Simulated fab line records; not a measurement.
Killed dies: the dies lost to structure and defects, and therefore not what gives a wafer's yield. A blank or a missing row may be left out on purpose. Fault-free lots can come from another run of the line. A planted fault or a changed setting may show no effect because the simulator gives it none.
fab line records + flow sky130
[record]
- lots = 6
- wafers = 18
- last_day = 49
route steps=708 shown POLY_GATE@236 LDD_N@237 LDD_P@255 PAD_OPEN@708
lots that met no fault: taken from a fault-free run of the same line
start_h: hours from the record's first day to the start of the lot's first wafer shown + wait_h: time in hours since the lot's previous step + " unchanged from the row above + L1.1+2: a single row standing in for several wafers + - either no value or no given start + * or withheld: withheld + < > ~ a bound
route shown NAME@n: a module of which the file shows steps, and the number in the route of the first + usual: average and standard deviation across the fault-free wafers + same: alike in all rows + chamber/n: place in a boat + sites: the reading at each site + _std_site: how widely they spread, as a standard deviation + _edge_site: outer sites' mean less inner sites' + radius_mm: how far each site lies from the wafer's centre + mask NAME#n: copy n + behind: the most recent tool/chamber to have shaped the wafer + hold: cause of the lot's hold/its duration in hours/its outcome + device: transistor that didn't switch, given as n, p or np + end of line: tests run on the same wafers once the route is complete + a step without rows: its recipe alone + killed: not the wafer's yield, but the dies lost to structure and defects at the first sort + map: dies across one wafer; x = killed, . = not, _ = none there
set.NAME: the run value of the setting; set.NAME@STEP: its run value at that earlier step + model.NAME: the simulator's own value behind a step, which no gauge read
lots seen at some steps along the route; tables by step, rows by wafer
services: when a tool's chamber went out of use (start_h, in hours from the record's first day, below 0 if earlier), for how many hours, and the reason
[[steps]]
[step SKY_POLY_GATE_CD_MEAS_22]
[usual]
- cd_nm = 150.3/2
| lot.wafer | tool      | chamber | start_h | wait_h | cd_nm |
|-----------|-----------|---------|---------|--------|-------|
| L451.3    | cd_sem-01 | -       | 357.99  | 0.1    | 146.7 |
| L451.5    | "         | -       | "       | "      | 150.5 |
| L451.6    | "         | -       | "       | "      | 149.1 |
| L453.1    | cd_sem-01 | -       | 402.59  | 0.1    | 149.1 |
| L453.2    | "         | -       | "       | "      | 146.1 |
| L453.5    | "         | -       | "       | "      | 150.9 |
| L463.2    | cd_sem-02 | -       | 512.42  | 0.1    | 146.7 |
| L463.3    | "         | -       | "       | "      | 152.4 |
| L463.5    | "         | -       | "       | "      | 148.9 |
| L462.2    | cd_sem-02 | -       | 512.92  | 0.1    | 147.6 |
| L462.3    | "         | -       | "       | "      | 149.0 |
| L462.4    | "         | -       | "       | "      | 148.9 |
| L466.2    | cd_sem-02 | -       | 516.16  | 0.1    | 148.3 |
| L466.3    | "         | -       | "       | "      | 149.0 |
| L466.5    | "         | -       | "       | "      | 145.7 |
| L468.1    | cd_sem-01 | -       | 518.83  | 0.1    | 153.0 |
| L468.3    | "         | -       | "       | "      | 150.0 |
| L468.6    | "         | -       | "       | "      | 152.8 |
[step SKY_LDD_N_DEHYDRATE_00]
[recipe]
- temp_c = 200
- time_s = 60
[step SKY_LDD_N_HMDS_01]
[recipe]
- prime_time_s = 60
- prime_temp_c = 120
[step SKY_LDD_N_COAT_02]
[recipe]
- resist = NOVOLAK
- spin_rpm = 3000
- resist_thk_nm = 300
[step SKY_LDD_N_SOFTBAKE_03]
[recipe]
- temp_c = 90
- time_s = 60
- resist = NOVOLAK
[step SKY_LDD_N_EXPOSE_04]
[recipe]
- mask_id = NTM
- target_cd_nm = 840
- na = 0.6
- source_shape = conventional
- sigma_outer = 0.6
- dose_mj = 110
[step SKY_LDD_N_PEB_05]
[recipe]
- temp_c = withheld
- time_s = *
- resist = NOVOLAK
[step SKY_LDD_N_DEVELOP_06]
[recipe]
- develop_time_s = 60
- dev_temp_c = 23
[step SKY_LDD_N_OVL_MEAS_07]
[usual]
- LDD_N_OVL = -0.5/1.7
| lot.wafer | tool       | chamber | start_h | wait_h | LDD_N_OVL[nm] |
|-----------|------------|---------|---------|--------|---------------|
| L451.3    | overlay-01 | -       | 385.40  | 0.1    | -1.6          |
| L451.5    | "          | -       | "       | "      | -0.7          |
| L451.6    | "          | -       | "       | "      | -1.9          |
| L453.1    | overlay-02 | -       | 433.11  | 0.1    | -3.0          |
| L453.2    | "          | -       | "       | "      | -1.9          |
| L453.5    | "          | -       | "       | "      | -4.2          |
| L463.2    | overlay-02 | -       | 542.32  | 0.1    | -4.0          |
| L463.3    | "          | -       | "       | "      | -2.9          |
| L463.5    | "          | -       | "       | "      | -1.7          |
| L462.2    | overlay-01 | -       | 543.55  | 0.1    | 0.6           |
| L462.3    | "          | -       | "       | "      | 0.3           |
| L462.4    | "          | -       | "       | "      | 1.4           |
| L466.2    | overlay-01 | -       | 546.27  | 0.1    | 0.4           |
| L466.3    | "          | -       | "       | "      | -0.2          |
| L466.5    | "          | -       | "       | "      | -1.5          |
| L468.1    | overlay-02 | -       | 549.06  | 0.1    | 1.5           |
| L468.3    | "          | -       | "       | "      | 0.2           |
| L468.6    | "          | -       | "       | "      | 0.3           |
[step SKY_LDD_N_IMPLANT_08]
[recipe]
- species = As
- energy_kev = 20
- dose_cm2 = 7.5e+13
- tilt_deg = withheld
- rotation_deg = 23
[step SKY_LDD_N_IMPLANT_09]
[recipe]
- species = As
- energy_kev = 20
- dose_cm2 = 7.425e+13
- tilt_deg = withheld
- rotation_deg = 113
[step SKY_LDD_N_IMPLANT_10]
[recipe]
- species = As
- energy_kev = 20
- dose_cm2 = 7.5e+13
- tilt_deg = withheld
- rotation_deg = 203
[step SKY_LDD_N_IMPLANT_11]
[recipe]
- species = As
- energy_kev = 20
- dose_cm2 = 7.5e+13
- tilt_deg = withheld
- rotation_deg = 293
[usual]
- beam_on_s = 10.00/0.18
- dose_ions_cm2 = 7.499e+13/8.7e+10
- faraday_current_uA = 423/7.7
| lot.wafer | tool         | chamber | start_h | wait_h | beam_on_s | dose_ions_cm2 | faraday_current_uA |
|-----------|--------------|---------|---------|--------|-----------|---------------|--------------------|
| L451.3    | implanter-04 | 0       | 385.92  | 0.1    | 9.97      | 7.497e+13     | 425                |
| L451.5    | "            | 0       | "       | "      | 10.13     | 7.5e+13       | 417                |
| L451.6    | "            | 0       | "       | "      | 10.17     | 7.498e+13     | 413                |
| L453.1    | implanter-02 | 0       | 433.60  | 0.1    | 10.24     | 7.496e+13     | 413                |
| L453.2    | "            | 0       | "       | "      | 9.94      | 7.497e+13     | 428                |
| L453.5    | "            | 0       | "       | "      | 9.77      | 7.499e+13     | 432                |
| L463.2    | implanter-04 | 0       | 542.82  | 0.1    | 50.73     | 4.2118e+14    | 469                |
| L463.3    | "            | 0       | "       | "      | 48.92     | 4.2114e+14    | 484                |
| L463.5    | "            | 0       | "       | "      | 49.33     | 4.2127e+14    | 479                |
| L462.2    | implanter-04 | 0       | 544.06  | 0.1    | 50.61     | 4.2134e+14    | 469                |
| L462.3    | "            | 0       | "       | "      | 48.85     | 4.2114e+14    | 489                |
| L462.4    | "            | 0       | "       | "      | 49.09     | 4.2123e+14    | 482                |
| L466.2    | implanter-02 | 0       | 546.77  | 0.1    | 10.12     | 7.497e+13     | 421                |
| L466.3    | "            | 0       | "       | "      | 9.83      | 7.511e+13     | 428                |
| L466.5    | "            | 0       | "       | "      | 10.42     | 7.511e+13     | 405                |
| L468.1    | implanter-01 | 0       | 549.55  | 0.1    | 10.34     | 7.518e+13     | 409                |
| L468.3    | "            | 0       | "       | "      | 9.64      | 7.496e+13     | 438                |
| L468.6    | "            | 0       | "       | "      | 10.13     | 7.501e+13     | 418                |
[step SKY_LDD_N_IMPLANT_12]
[recipe]
- species = BF2
- energy_kev = 50
- dose_cm2 = 5e+12
- tilt_deg = 30
- rotation_deg = 0
[step SKY_LDD_N_IMPLANT_13]
[recipe]
- species = BF2
- energy_kev = 50
- dose_cm2 = 5e+12
- tilt_deg = 30
- rotation_deg = 90
[step SKY_LDD_N_IMPLANT_14]
[recipe]
- species = BF2
- energy_kev = 50
- dose_cm2 = 5e+12
- tilt_deg = 30
- rotation_deg = 180
[step SKY_LDD_N_IMPLANT_15]
[recipe]
- species = BF2
- energy_kev = 50
- dose_cm2 = 5e+12
- tilt_deg = 30
- rotation_deg = 270
[step SKY_LDD_N_STRIP_16]
[recipe]
- chemistry = O2/N2
- power_w = 1400
- pressure_mtorr = 1500
- platen_temp_c = withheld
- o2_flow_sccm = 3000
- n2_flow_sccm = 300
- overash_fraction = 0.5
[usual]
- drypump_motor_current_A = 5.7/0.44
- oes_product_au = 0.407/0.0045
- strip_time_to_endpoint_s = 4.320/0.016
[same]
- overash_fraction = 0.5
| lot.wafer | tool            | chamber | start_h | wait_h | drypump_motor_current_A | oes_product_au | rf_hours_counter_h | strip_time_to_endpoint_s |
|-----------|-----------------|---------|---------|--------|-------------------------|----------------|--------------------|--------------------------|
| L451.3    | plasma_asher-04 | 1       | 386.65  | 0.1    | 6.2                     | 0.401          | -                  | 4.312                    |
| L451.5    | "               | 1       | "       | "      | 6.2                     | 0.412          | -                  | 4.303                    |
| L451.6    | "               | 0       | "       | "      | 6.1                     | 0.401          | -                  | 4.294                    |
| L453.1    | plasma_asher-03 | 0       | 434.35  | 0.1    | 5.3                     | 0.412          | 32                 | 4.303                    |
| L453.2    | "               | 1       | "       | "      | 5.9                     | 0.405          | 32                 | 4.317                    |
| L453.5    | "               | 1       | "       | "      | 5.9                     | 0.413          | -                  | 4.319                    |
| L463.2    | plasma_asher-01 | 0       | 543.55  | 0.1    | 5.8                     | 0.407          | 85                 | 5.175                    |
| L463.3    | "               | 1       | "       | "      | 4.9                     | 0.411          | -                  | 5.182                    |
| L463.5    | "               | 1       | "       | "      | 5.0                     | 0.404          | -                  | 5.180                    |
| L462.2    | plasma_asher-01 | 1       | 544.78  | 0.1    | 5.0                     | 0.407          | 86                 | 5.177                    |
| L462.3    | "               | 1       | "       | "      | 4.9                     | 0.407          | -                  | 5.176                    |
| L462.4    | "               | 0       | "       | "      | 5.8                     | 0.405          | -                  | 5.187                    |
| L466.2    | plasma_asher-03 | 1       | 547.50  | 0.1    | 5.9                     | 0.411          | 43                 | 4.328                    |
| L466.3    | "               | 0       | "       | "      | 5.3                     | 0.406          | -                  | 4.305                    |
| L466.5    | "               | 1       | "       | "      | 5.9                     | 0.404          | -                  | 4.303                    |
| L468.1    | plasma_asher-03 | 1       | 550.30  | 0.1    | 5.9                     | 0.410          | 43                 | 4.295                    |
| L468.3    | "               | 0       | "       | "      | 5.3                     | 0.408          | -                  | 4.316                    |
| L468.6    | "               | 1       | "       | "      | 5.9                     | 0.400          | -                  | 4.321                    |
[step SKY_LDD_N_TW_MEAS_17]
[usual]
- LDD_N_TW = 2583/20
| lot.wafer | tool          | chamber | start_h | wait_h | LDD_N_TW |
|-----------|---------------|---------|---------|--------|----------|
| L451.3    | film_metro-04 | -       | 386.74  | 0.1    | 2571     |
| L451.5    | "             | -       | "       | "      | 2589     |
| L451.6    | "             | -       | "       | "      | 2592     |
| L453.1    | film_metro-02 | -       | 434.45  | 0.1    | 2589     |
| L453.2    | "             | -       | "       | "      | 2606     |
| L453.5    | "             | -       | "       | "      | 2611     |
| L463.2    | film_metro-02 | -       | 543.66  | 0.1    | 2932     |
| L463.3    | "             | -       | "       | "      | 2912     |
| L463.5    | "             | -       | "       | "      | 2929     |
| L462.2    | film_metro-04 | -       | 544.89  | 0.1    | 2896     |
| L462.3    | "             | -       | "       | "      | 2884     |
| L462.4    | "             | -       | "       | "      | 2897     |
| L466.2    | film_metro-04 | -       | 547.61  | 0.1    | 2588     |
| L466.3    | "             | -       | "       | "      | 2587     |
| L466.5    | "             | -       | "       | "      | 2572     |
| L468.1    | film_metro-03 | -       | 550.40  | 0.1    | 2587     |
| L468.3    | "             | -       | "       | "      | 2590     |
| L468.6    | "             | -       | "       | "      | 2597     |
[step SKY_LDD_P_DEHYDRATE_00]
[recipe]
- temp_c = 200
- time_s = 60
[step SKY_PAD_OPEN_PROBE_99]
[usual]
- killed_at_M0_to_M3 = 44/7.4
- killed_at_M4_up = 3.2/2
- killed_at_contacts = 24/5.1
- killed_at_front_end = 15/4.8
- killed_at_other = 0.2/0.46
- killed_dies = 86/10
- killed_open = 47/7.5
- killed_short = 39/7
[same]
- gross_dies = 492
- killed_at_back_side = 0
| lot.wafer | tool      | chamber | start_h | wait_h | killed_at_M0_to_M3 | killed_at_M4_up | killed_at_contacts | killed_at_front_end | killed_at_other | killed_dies | killed_open | killed_short | model.etest.tip_n.rs_ohm_sq | model.etest.nfet_01v8.r_on_ohm_um | model.etest.nfet_01v8_lvt.drive_ua_um | model.etest.nfet_01v8.drive_ua_um | model.etest.nfet_01v8_turned.drive_ua_um | model.etest.sram_nfet_pass.drive_ua_um | model.etest.nfet_01v8_swapped.drive_ua_um | model.etest.sram_nfet_pass.off_log10_a_um |
|-----------|-----------|---------|---------|--------|--------------------|-----------------|--------------------|---------------------|-----------------|-------------|-------------|--------------|-----------------------------|-----------------------------------|---------------------------------------|-----------------------------------|------------------------------------------|----------------------------------------|-------------------------------------------|-------------------------------------------|
| L451.3    | prober-01 | -       | 1064.29 | 0.2    | 48                 | 2               | 28                 | 17                  | 0               | 95          | 57          | 38           | 438.8                       | 832.5                             | 560.9                                 | 494.6                             | 493.9                                    | 469.6                                  | 493.7                                     | -13.42                                    |
| L451.5    | prober-01 | -       | 1064.39 | 0.2    | 48                 | 6               | 29                 | 12                  | 1               | 96          | 51          | 45           | 438.8                       | 857.8                             | 550.3                                 | 478.3                             | 479.2                                    | 459.6                                  | 482.1                                     | -13.3                                     |
| L451.6    | prober-01 | -       | 1064.44 | 0.2    | 39                 | 2               | 21                 | 21                  | 0               | 83          | 42          | 41           | 438.8                       | 834.2                             | 572.9                                 | 501.8                             | 502.8                                    | 477.5                                  | 503.6                                     | -13.34                                    |
| L453.1    | prober-01 | -       | 1095.80 | 0.1    | 37                 | 2               | 23                 | 12                  | 0               | 74          | 34          | 40           | 444.5                       | 851.7                             | 561.1                                 | 493.1                             | 494.3                                    | 468.4                                  | 493.2                                     | -13.11                                    |
| L453.2    | prober-01 | -       | 1095.85 | 0.1    | 33                 | 0               | 17                 | 24                  | 0               | 74          | 44          | 29           | 443.5                       | 823.8                             | 574                                   | 502.6                             | 502.3                                    | 489.7                                  | 504.3                                     | -12.94                                    |
| L453.5    | prober-01 | -       | 1096.00 | 0.2    | 46                 | 5               | 26                 | 11                  | 0               | 88          | 45          | 43           | 444.3                       | 866.6                             | 544.5                                 | 479.1                             | 481.6                                    | 455.8                                  | 479.8                                     | -13.16                                    |
| L463.2    | prober-01 | -       | 1167.03 | 0.1    | 52                 | 3               | 32                 | 13                  | 0               | 100         | 59          | 41           | 300.4                       | 768.3                             | 619.5                                 | 541.2                             | 541.7                                    | 514.9                                  | 534.4                                     | -12.95                                    |
| L463.3    | prober-01 | -       | 1167.08 | 0.2    | 38                 | 1               | 24                 | 11                  | 1               | 75          | 44          | 31           | 301.6                       | 785.8                             | 612.6                                 | 535.6                             | 536.1                                    | 516.3                                  | 533.5                                     | -12.9                                     |
| L463.5    | prober-01 | -       | 1167.18 | 0.2    | 45                 | 2               | 27                 | 10                  | 0               | 84          | 54          | 29           | 298.1                       | 776.3                             | 616.9                                 | 542.7                             | 543.7                                    | 515                                    | 536.7                                     | -12.95                                    |
| L462.2    | prober-02 | -       | 1167.34 | 0.1    | 51                 | 5               | 32                 | 27                  | 0               | 115         | 60          | 55           | 291.4                       | 775.1                             | 624                                   | 546.2                             | 549                                      | 530.9                                  | 545.2                                     | -12.88                                    |
| L462.3    | prober-02 | -       | 1167.39 | 0.2    | 50                 | 4               | 28                 | 18                  | 2               | 102         | 60          | 40           | 294.6                       | 802.5                             | 602.4                                 | 527.6                             | 522.9                                    | 495.8                                  | 518.6                                     | -13.01                                    |
| L462.4    | prober-02 | -       | 1167.44 | 0.2    | 33                 | 4               | 24                 | 17                  | 1               | 79          | 45          | 32           | 292.6                       | 799.4                             | 603.2                                 | 530.4                             | 534.7                                    | 503.6                                  | 522.8                                     | -13.01                                    |
| L466.2    | prober-01 | -       | 1172.63 | 0.1    | 46                 | 1               | 27                 | 12                  | 1               | 87          | 50          | 37           | 443.3                       | 817.1                             | 590.6                                 | 515.5                             | 513.1                                    | 497.4                                  | 515.9                                     | -13.12                                    |
| L466.3    | prober-01 | -       | 1172.68 | 0.2    | 35                 | 3               | 23                 | 16                  | 0               | 77          | 36          | 41           | 441.3                       | 828.2                             | 584.8                                 | 511.7                             | 515.7                                    | 489.1                                  | 508.6                                     | -13.15                                    |
| L466.5    | prober-01 | -       | 1172.78 | 0.2    | 48                 | 8               | 20                 | 15                  | 0               | 91          | 55          | 36           | 442.4                       | 792.1                             | 602.3                                 | 532                               | 531.4                                    | 504.8                                  | 529.4                                     | -13.14                                    |
| L468.1    | prober-02 | -       | 1173.44 | 0.1    | 33                 | 5               | 28                 | 14                  | 0               | 80          | 42          | 38           | 442.9                       | 845.3                             | 573.1                                 | 499.2                             | 500.7                                    | 472.3                                  | 500.8                                     | -13.34                                    |
| L468.3    | prober-02 | -       | 1173.54 | 0.2    | 41                 | 6               | 27                 | 17                  | 0               | 91          | 54          | 37           | 445.7                       | 824.6                             | 589.1                                 | 513.1                             | 517.2                                    | 479.4                                  | 518.1                                     | -13.29                                    |
| L468.6    | prober-02 | -       | 1173.69 | 0.2    | 41                 | 3               | 20                 | 16                  | 0               | 80          | 35          | 45           | 442.6                       | 837                               | 582                                   | 510.8                             | 510.6                                    | 473.2                                  | 511.4                                     | -13.07                                    |
// killed by level:class
L451.3 VIA1:geometric_particle:open=13 CONTACT:geometric_particle:open=10 VIA2:geometric_particle:open=9 LI_CONTACT:geometric_particle:open=7 LOCAL_INTERCONNECT:geometric_particle:short=6 METAL2:geometric_particle:short=6 FIELD_ISO:geometric_particle:open=4 FIELD_ISO:geometric_particle:short=4
L451.5 VIA1:geometric_particle:open=17 CONTACT:geometric_particle:open=9 METAL1:geometric_particle:short=8 LOCAL_INTERCONNECT:geometric_particle:short=7 VIA2:geometric_particle:open=7 LI_CONTACT:geometric_particle:open=5 FIELD_ISO:geometric_particle:short=4 POLY_GATE:geometric_particle:short=4
L451.6 VIA1:geometric_particle:open=9 CONTACT:geometric_particle:open=7 VIA2:geometric_particle:open=7 POLY_GATE:geometric_particle:short=5 VIA3:geometric_particle:open=5 CONTACT:geometric_particle:short=5 LOCAL_INTERCONNECT:geometric_particle:short=5 METAL2:geometric_particle:short=5
L453.1 LOCAL_INTERCONNECT:geometric_particle:short=8 VIA1:geometric_particle:open=8 VIA3:geometric_particle:open=7 METAL1:geometric_particle:short=6 LI_CONTACT:geometric_particle:short=5 CONTACT:geometric_particle:open=5 CONTACT:geometric_particle:short=4 VIA1:geometric_particle:short=4
L453.2 VIA1:geometric_particle:open=14 FIELD_ISO:geometric_particle:short=7 FIELD_ISO:geometric_particle:open=6 LI_CONTACT:geometric_particle:open=5 CONTACT:geometric_particle:open=5 SPACER:geometric_particle:short=4 METAL2:geometric_particle:short=4 SPACER:geometric_particle:open=3
L453.5 VIA1:geometric_particle:open=12 LI_CONTACT:geometric_particle:open=9 CONTACT:geometric_particle:open=8 METAL2:geometric_particle:short=8 VIA3:geometric_particle:open=6 METAL1:geometric_particle:short=5 LOCAL_INTERCONNECT:geometric_particle:short=5 VIA1:geometric_particle:short=5
L463.2 CONTACT:geometric_particle:open=13 VIA1:geometric_particle:open=10 METAL1:geometric_particle:short=9 LI_CONTACT:geometric_particle:open=8 CONTACT:geometric_particle:short=7 VIA3:geometric_particle:open=7 VIA2:geometric_particle:open=5 VIA1:geometric_particle:short=5
L463.3 VIA1:geometric_particle:open=11 CONTACT:geometric_particle:open=9 LI_CONTACT:geometric_particle:open=5 VIA1:geometric_particle:short=5 FIELD_ISO:geometric_particle:short=4 LOCAL_INTERCONNECT:geometric_particle:short=4 VIA2:geometric_particle:open=4 VIA3:geometric_particle:open=4
L463.5 VIA1:geometric_particle:open=15 CONTACT:geometric_particle:open=10 VIA2:geometric_particle:open=7 METAL3:geometric_particle:short=6 CONTACT:geometric_particle:short=6 VIA3:geometric_particle:open=5 LI_CONTACT:geometric_particle:open=4 METAL1:geometric_particle:short=4
L462.2 VIA1:geometric_particle:open=17 CONTACT:geometric_particle:open=12 FIELD_ISO:geometric_particle:open=8 POLY_GATE:geometric_particle:short=7 LI_CONTACT:geometric_particle:open=7 METAL2:geometric_particle:short=7 FIELD_ISO:geometric_particle:short=6 METAL1:geometric_particle:short=6
L462.3 CONTACT:geometric_particle:open=13 VIA3:geometric_particle:open=11 VIA1:geometric_particle:open=11 METAL2:geometric_particle:short=9 VIA2:geometric_particle:open=8 LI_CONTACT:geometric_particle:open=4 LOCAL_INTERCONNECT:geometric_particle:short=4 CONTACT:geometric_particle:short=4
L462.4 VIA1:geometric_particle:open=11 CONTACT:geometric_particle:open=8 LI_CONTACT:geometric_particle:open=6 FIELD_ISO:geometric_particle:short=5 LOCAL_INTERCONNECT:geometric_particle:short=5 VIA3:geometric_particle:open=5 METAL2:geometric_particle:short=5 FIELD_ISO:geometric_particle:open=3
L466.2 VIA1:geometric_particle:open=14 LI_CONTACT:geometric_particle:open=9 VIA3:geometric_particle:open=7 CONTACT:geometric_particle:open=6 CONTACT:geometric_particle:short=6 METAL2:geometric_particle:short=5 VIA2:geometric_particle:open=5 LI_CONTACT:geometric_particle:short=4
L466.3 VIA1:geometric_particle:short=7 FIELD_ISO:geometric_particle:open=6 CONTACT:geometric_particle:short=6 CONTACT:geometric_particle:open=6 VIA1:geometric_particle:open=5 METAL1:geometric_particle:short=5 LI_CONTACT:geometric_particle:open=4 METAL2:geometric_particle:short=4
L466.5 VIA1:geometric_particle:open=11 FIELD_ISO:geometric_particle:open=9 VIA2:geometric_particle:open=8 LI_CONTACT:geometric_particle:open=8 VIA3:geometric_particle:open=7 METAL4:geometric_particle:short=6 CONTACT:geometric_particle:open=5 FIELD_ISO:geometric_particle:short=4
L468.1 CONTACT:geometric_particle:open=10 CONTACT:geometric_particle:short=7 POLY_GATE:geometric_particle:open=6 VIA2:geometric_particle:open=6 LI_CONTACT:geometric_particle:open=5 POLY_GATE:geometric_particle:short=4 METAL2:geometric_particle:short=4 VIA1:geometric_particle:open=4
L468.3 CONTACT:geometric_particle:open=10 VIA1:geometric_particle:open=9 VIA3:geometric_particle:open=9 LOCAL_INTERCONNECT:geometric_particle:short=8 POLY_GATE:geometric_particle:short=5 LI_CONTACT:geometric_particle:open=5 METAL4:geometric_particle:short=5 METAL2:geometric_particle:short=5
L468.6 CONTACT:geometric_particle:open=10 VIA2:geometric_particle:open=10 VIA1:geometric_particle:short=7 FIELD_ISO:geometric_particle:short=5 LI_CONTACT:geometric_particle:short=5 POLY_GATE:geometric_particle:short=5 VIA1:geometric_particle:open=5 METAL2:geometric_particle:short=4
[[services]]
| tool         | chamber | start_h | hours | kind   |
|--------------|---------|---------|-------|--------|
| implanter-02 | -       | 390.66  | 4.0   | pm     |
| implanter-01 | -       | 426.40  | 1.6   | repair |
| implanter-01 | -       | 437.83  | 2.1   | repair |
| implanter-01 | -       | 526.18  | 19.2  | repair |
| implanter-04 | -       | 531.88  | 1.8   | repair |
| implanter-01 | -       | 545.43  | 3.0   | pm     |
[[key]]
[first_sign]
- step = SKY_LDD_N_IMPLANT_11
- reading = dose_ions_cm2
- direction = up
- sigmas = 99+
- usual = *
- struck = *
[effect]
- step = SKY_LDD_N_IMPLANT_11
- reading = beam_on_s
- direction = up
- sigmas = 99+
- usual = 10.00
- struck = 49.59
[effect]
- step = SKY_LDD_N_STRIP_16
- reading = strip_time_to_endpoint_s
- direction = up
- sigmas = 54
- usual = *
- struck = *
[effect]
- step = SKY_LDD_N_TW_MEAS_17
- reading = LDD_N_TW
- direction = up
- sigmas = 16
- usual = 2583
- struck = 2908
[model_effect]
- step = SKY_PAD_OPEN_PROBE_99
- value = etest.tip_n.rs_ohm_sq
- without = 442.5
- struck = 296.4
met_at SKY_LDD_N_IMPLANT_11
struck_wafers L462.2,L462.3,L462.4,L463.2,L463.3,L463.5
tester_left_out L462,L463
onset_between 385.92 542.82
[fault]
- kind = process_parameter_drift
- tool = implanter-04
- chamber = -
- onset_h = 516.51
- steps = SKY_LDD_N_IMPLANT_11
- channel = dose_cm2
- offset = *
- shape = step
- end_h = 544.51
- acts_in = *
- stated = *
// tester_left_out: of these lots the tester's yield and bins aren't shown, on N5 and GAA mostly nor the transistor test; their killed dies are dies lost to structure and defects alone, not to doping, threshold or leakage, so they don't give the yield
